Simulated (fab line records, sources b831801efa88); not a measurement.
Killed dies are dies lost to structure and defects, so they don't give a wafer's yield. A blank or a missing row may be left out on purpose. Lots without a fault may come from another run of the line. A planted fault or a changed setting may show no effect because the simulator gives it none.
fab line records | flow sky130
record lots=13 wafers=39 last_day=50
route steps=708 shown LDD_LDN@297 RES_XHIGH@340 METAL1@450
lots that met no fault: from a run of the same line without faults
start_h: hours from the record's first day to the start of the lot's first wafer shown | wait_h: hours since the lot's step before | " the same as in the row above | L1.1+2: a row that stands for several wafers | - no value, or no start given | * or withheld: withheld | < > ~ a bound
route shown NAME@n: a module of which the file shows steps, and the number in the route of the first | usual: mean/standard deviation of fault-free wafers | same: alike in all rows | chamber/n: place in a boat | sites: the reading at each site | _std_site: their standard deviation | _edge_site: outer sites' mean less inner sites' | radius_mm: how far each site lies from the wafer's centre | mask NAME#n: copy n | behind: the tool/chamber that last shaped the wafer | hold: why the lot was held/for how many hours/how that ended | device: the transistor (n, p or np) that didn't switch | end of line: the same wafers' tests at the end of the route | a step without rows: its recipe alone | killed: dies lost to structure and defects at the first sort, not the wafer's yield | map: a wafer's dies, x killed, . not, _ none there
set.NAME: the setting as run; set.NAME@STEP: as run at that earlier step | model.NAME: the simulator's own value behind a step, which no gauge read
steps of the route over a sample of lots; a table a step, a row a wafer
services: from which hour (start_h, from the record's first day; less than 0 if before it) a tool's chamber was out of use, for how many hours, and why
## steps
# step SKY_LDD_LDN_IMPLANT_08
# recipe species=As energy_kev=15 dose_cm2=1.25e+13 tilt_deg=withheld rotation_deg=23
# usual beam_energy_keV=15.000/0.0047
# same implant_ion_amu=75
# columns lot.wafer tool chamber start_h wait_h beam_energy_keV
L924.2 implanter-03 0 523.39 0.0 15.000
L924.4 " 0 " " 15.004
L924.5 " 0 " " 15.010
L926.1 implanter-03 0 552.09 0.0 14.995
L926.2 " 0 " " 14.994
L926.6 " 0 " " 14.998
L927.2 implanter-01 0 566.84 0.0 15.009
L927.5 " 0 " " 15.008
L927.6 " 0 " " 15.003
L929.1 implanter-01 0 579.44 0.0 14.999
L929.2 " 0 " " 15.004
L929.5 " 0 " " 15.004
L930.1 implanter-01 0 587.70 0.0 14.997
L930.4 " 0 " " 14.999
L930.5 " 0 " " 15.000
L931.2 implanter-03 0 598.64 0.0 14.999
L931.5 " 0 " " 15.004
L931.6 " 0 " " 14.999
L934.3 implanter-04 0 621.50 0.1 15.006
L934.4 " 0 " " 14.998
L934.5 " 0 " " 15.004
L935.2 implanter-03 0 623.49 0.0 15.007
L935.3 " 0 " " 14.999
L935.5 " 0 " " 15.007
L940.1 implanter-01 0 665.72 0.0 18.554
L940.2 " 0 " " 18.551
L940.6 " 0 " " 18.548
L941.2 implanter-01 0 675.54 0.0 18.558
L941.4 " 0 " " 18.555
L941.6 " 0 " " 18.563
L942.1 implanter-01 0 685.75 0.0 18.549
L942.4 " 0 " " 18.552
L942.5 " 0 " " 18.556
L946.1 implanter-03 0 719.72 0.0 15.000
L946.4 " 0 " " 15.004
L946.6 " 0 " " 14.996
L947.1 implanter-04 0 730.49 0.0 14.995
L947.4 " 0 " " 14.990
L947.6 " 0 " " 14.984
# step SKY_RES_XHIGH_STRIP_08
# recipe chemistry=O2/N2 power_w=1400 pressure_mtorr=1500 platen_temp_c=withheld o2_flow_sccm=3000 n2_flow_sccm=300 overash_fraction=0.5
# usual drypump_motor_current_A=5.5/0.48 oes_product_au=0.711/0.0049 strip_time_to_endpoint_s=14.27/0.048
# columns lot.wafer tool chamber start_h wait_h drypump_motor_current_A oes_product_au rf_hours_counter_h strip_time_to_endpoint_s
L924.2 plasma_asher-03 0 617.60 0.1 4.9 0.708 19 14.28
L924.4 " 0 " " 4.9 0.714 - 14.28
L924.5 " 1 " " 5.7 0.711 - 14.26
L926.1 plasma_asher-01 1 641.93 0.1 5.6 0.715 53 14.24
L926.2 " 0 " " 5.7 0.711 53 14.26
L926.6 " 0 " " 5.7 0.710 - 14.25
L927.2 plasma_asher-04 1 657.90 0.1 4.8 0.707 84 14.26
L927.5 " 0 " " 6.2 0.708 - 14.27
L927.6 " 1 " " 4.8 0.706 - 14.26
L929.1 plasma_asher-03 0 668.18 0.1 4.9 0.707 24 14.27
L929.2 " 1 " " 5.7 0.707 24 14.26
L929.5 " 1 " " 5.7 0.707 - 14.20
L930.1 plasma_asher-01 1 676.80 0.1 5.6 0.707 56 14.17
L930.4 " 1 " " 5.6 0.708 - 14.18
L930.5 " 1 " " 5.6 0.707 - 14.23
L931.2 plasma_asher-01 0 689.81 0.1 5.7 0.710 57 14.30
L931.5 " 1 " " 5.6 0.720 - 14.29
L931.6 " 0 " " 5.7 0.717 - 14.28
L934.3 plasma_asher-03 0 711.11 0.1 4.9 0.711 - 14.25
L934.4 " 1 " " 5.7 0.714 - 14.31
L934.5 " 0 " " 4.9 0.719 - 14.26
L935.2 plasma_asher-04 0 712.16 0.1 6.2 0.719 89 14.27
L935.3 " 1 " " 4.8 0.708 - 14.27
L935.5 " 1 " " 4.8 0.708 - 14.34
L940.1 plasma_asher-03 1 753.66 0.1 5.7 0.708 33 14.25
L940.2 " 0 " " 4.9 0.712 33 14.30
L940.6 " 0 " " 4.9 0.714 - 14.26
L941.2 plasma_asher-04 1 761.61 0.1 4.8 0.708 94 14.23
L941.4 " 0 " " 6.2 0.707 - 14.27
L941.6 " 0 " " 6.2 0.708 - 14.30
L942.1 plasma_asher-01 0 771.86 0.1 5.7 0.714 65 14.23
L942.4 " 1 " " 5.6 0.718 - 14.18
L942.5 " 0 " " 5.7 0.712 - 14.21
L946.1 plasma_asher-04 0 802.61 0.1 6.2 0.716 98 14.36
L946.4 " 1 " " 4.8 0.711 - 14.35
L946.6 " 0 " " 6.2 0.702 - 14.31
L947.1 plasma_asher-04 0 815.11 0.1 6.2 0.707 99 14.31
L947.4 " 1 " " 4.8 0.717 - 14.34
L947.6 " 1 " " 4.8 0.704 - 14.33
# step SKY_METAL1_OVL_MEAS_16
# usual METAL1_OVL=1/6
# columns lot.wafer tool chamber start_h wait_h METAL1_OVL[nm]
L924.2 overlay-02 - 764.01 0.1 2
L924.4 " - " " 5
L924.5 " - " " 4
L926.1 overlay-01 - 785.38 0.1 -3
L926.2 " - " " -6
L926.6 " - " " -7
L927.2 overlay-02 - 799.61 0.1 3
L927.5 " - " " 1
L927.6 " - " " 0
L929.1 overlay-02 - 812.70 0.1 12
L929.2 " - " " 7
L929.5 " - " " 8
L930.1 overlay-01 - 818.88 0.1 -2
L930.4 " - " " 0
L930.5 " - " " -1
L931.2 overlay-02 - 831.61 0.1 0
L931.5 " - " " -6
L931.6 " - " " 3
L934.3 overlay-01 - 852.64 0.1 -1
L934.4 " - " " -9
L934.5 " - " " -3
L935.2 overlay-02 - 853.28 0.1 13
L935.3 " - " " 7
L935.5 " - " " 8
L940.1 overlay-02 - 892.45 0.1 6
L940.2 " - " " 6
L940.6 " - " " 1
L941.2 overlay-02 - 899.78 0.1 8
L941.4 " - " " 5
L941.6 " - " " 1
L942.1 overlay-01 - 909.22 0.1 -2
L942.4 " - " " -5
L942.5 " - " " -4
L946.1 overlay-02 - 938.05 0.1 5
L946.4 " - " " 2
L946.6 " - " " 1
L947.1 overlay-01 - 949.65 0.1 -1
L947.4 " - " " 8
L947.6 " - " " 1
# step SKY_METAL1_DESCUM_17
# recipe chemistry=O2 source_power_w=150 bias_power_w=0 pressure_mtorr=10 temp_c=40 time_s=8
# usual drypump_motor_current_A=5.62/0.21 oes_product_au=1.003/0.0087
# columns lot.wafer tool chamber start_h wait_h drypump_motor_current_A oes_product_au rf_hours_counter_h
L924.2 rie_metal-03 0 764.04 0.0 5.95 1.013 8
L924.4 " 1 " " 5.66 1.013 -
L924.5 " 0 " " 5.97 1.016 -
L926.1 rie_metal-03 1 785.42 0.0 5.66 1.001 3
L926.2 " 1 " " 5.68 0.999 -
L926.6 " 1 " " 5.66 0.998 -
L927.2 rie_metal-01 0 799.64 0.0 5.39 1.015 9
L927.5 " 0 " " 5.35 1.011 -
L927.6 " 1 " " 5.88 0.999 -
L929.1 rie_metal-01 1 812.74 0.0 5.87 0.990 8
L929.2 " 0 " " 5.36 0.998 10
L929.5 " 1 " " 5.87 0.982 -
L930.1 rie_metal-01 1 818.92 0.0 5.86 0.999 8
L930.4 " 0 " " 5.38 1.009 -
L930.5 " 1 " " 5.88 0.999 -
L931.2 rie_metal-01 0 831.64 0.0 5.36 1.005 11
L931.5 " 1 " " 5.89 1.006 -
L931.6 " 0 " " 5.38 1.006 -
L934.3 rie_metal-02 1 852.67 0.0 5.48 1.008 -
L934.4 " 0 " " 5.44 0.999 -
L934.5 " 0 " " 5.44 1.002 -
L935.2 rie_metal-01 0 853.31 0.0 5.38 1.014 11
L935.3 " 1 " " 5.87 1.014 -
L935.5 " 1 " " 5.87 1.007 -
L940.1 rie_metal-01 1 892.49 0.0 5.85 1.008 10
L940.2 " 0 " " 5.39 1.005 13
L940.6 " 1 " " 5.86 1.008 -
L941.2 rie_metal-03 1 899.81 0.0 5.67 0.998 9
L941.4 " 0 " " 5.95 0.994 -
L941.6 " 0 " " 5.92 1.002 -
L942.1 rie_metal-03 0 909.26 0.0 5.89 0.987 13
L942.4 " 0 " " 6.00 0.987 -
L942.5 " 0 " " 5.93 0.992 -
L946.1 rie_metal-02 1 938.09 0.0 5.46 1.002 15
L946.4 " 1 " " 5.44 1.016 -
L946.6 " 0 " " 5.46 1.007 -
L947.1 rie_metal-01 0 949.69 0.0 5.40 1.001 15
L947.4 " 0 " " 5.39 0.988 -
L947.6 " 1 " " 5.87 0.998 -
## services
# columns tool chamber start_h hours kind
rie_metal-03 0 500.56 5.9 repair
implanter-01 - 512.90 6.0 pm
implanter-01 - 519.48 2.9 pm
implanter-03 - 528.62 19.5 pm
implanter-01 - 539.08 19.1 repair
plasma_asher-03 - 552.33 1.2 repair
rie_metal-03 1 571.03 14.0 repair
rie_metal-03 - 578.83 0.3 repair
implanter-01 - 607.75 26.4 pm
implanter-01 - 648.28 3.2 repair
implanter-03 - 661.16 14.7 pm
implanter-01 - 661.99 2.5 repair
plasma_asher-01 - 664.32 2.1 repair
rie_metal-01 - 667.69 1.4 repair
implanter-01 - 673.38 1.9 repair
plasma_asher-03 - 679.27 0.9 repair
implanter-03 - 737.62 3.9 repair
implanter-03 - 796.63 2.9 pm
rie_metal-01 1 807.95 3.0 repair
plasma_asher-04 - 823.22 2.2 repair
plasma_asher-04 - 849.07 3.3 repair
plasma_asher-04 - 896.20 10.9 repair
implanter-01 - 900.98 5.7 repair
implanter-01 - 904.34 1.3 repair
## key
first_sign step=SKY_LDD_LDN_IMPLANT_08 reading=beam_energy_keV direction=up sigmas=99+ usual=* struck=*
effect none on later readings
met_at SKY_LDD_LDN_IMPLANT_08
struck_lots L940,L941,L942
tester_left_out L940,L941,L942
not_acting_at SKY_RES_XHIGH_STRIP_08,SKY_METAL1_OVL_MEAS_16,SKY_METAL1_DESCUM_17
onset_between 587.70 665.72
fault kind=process_parameter_drift tool=implanter-01 chamber=- onset_h=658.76 steps=SKY_LDD_LDN_IMPLANT_08 channel=energy_kev offset=* shape=step end_h=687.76 acts_in=* stated=*
# tester_left_out: of these lots the tester's yield and bins aren't shown, on N5 and GAA mostly nor the transistor test; their killed dies are dies lost to structure and defects alone, not to doping, threshold or leakage, so they don't give the yield
